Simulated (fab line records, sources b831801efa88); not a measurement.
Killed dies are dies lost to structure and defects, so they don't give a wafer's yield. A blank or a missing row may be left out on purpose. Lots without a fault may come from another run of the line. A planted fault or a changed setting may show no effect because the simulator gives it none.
Chamber matching | flow sky130 | SKY_VIA2_CMP_24 on cmp-02: 4 sister chambers
The step polishes, stops on SiO2, t overpolish 20 s, target thk 0 nm. 8 wafers are shown with their chamber, then 12 later ones without.

WAFERS WITH THEIR CHAMBER
wafer  | chamber | motor_current_A (A) | time_to_endpoint_s (s)
L088.1 | 1       | 11.7                | 94
L088.5 | 2       | 10.7                | 95
L091.2 | 0       | 10.6                | 102
L091.3 | 3       | 11.8                | 93
L091.6 | 3       | 11.7                | 93
L091.1 | 2       | 10.4                | 97
L091.4 | 1       | 12.5                | 99
L091.5 | 0       | 10.0                | 102

WAFERS WITHOUT THEIR CHAMBER
wafer  | motor_current_A (A) | time_to_endpoint_s (s)
L093.1 | 11.9                | 96
L093.3 | 12.2                | 102
L093.6 | 11.9                | 98
L095.3 | 12.4                | 99
L095.4 | 11.4                | 90
L095.6 | 10.3                | 96
L095.1 | 9.8                 | 101
L095.2 | 12.3                | 98
L095.5 | 11.8                | 95
L097.2 | 11.8                | 99
L097.3 | 10.3                | 95
L097.5 | 11.5                | 100

WHICH CHAMBER EACH WENT THROUGH
wafer  | from the rows above               | in truth
L093.1 | can't be placed: 1 or 3           | 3
L093.3 | can't be placed: 1 or 3           | 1
L093.6 | can't be placed: 1 or 3           | 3
L095.3 | 1                                 | 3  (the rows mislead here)
L095.4 | 3                                 | 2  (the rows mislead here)
L095.6 | 2                                 | 2
L095.1 | can't be placed: 0 or 2           | 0
L095.2 | 1                                 | 1
L095.5 | can't be placed: 3 or 1           | 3
L097.2 | can't be placed: 1 or 3           | 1
L097.3 | 2                                 | 2
L097.5 | can't be placed: 1 or 2 or 0 or 3 | 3
Placed correctly: 3 of 12. Can't be placed from these rows: 7 (the true chamber is among the candidates in 7). Placed wrongly: 2.
How it was worked out, from the rows above alone: a wafer's distance from a chamber is the root of the sum, over the readings, of the square of ((its reading less the chamber's mean) divided by the reading's scatter). The wafer belongs to the nearest chamber; if the next one is less than 2 further off, it can't be placed. A chamber's mean is the mean of its shown wafers. The scatter: the root of (the sum of the squares of (reading less its chamber's mean) over the shown wafers, divided by (wafers less chambers)).
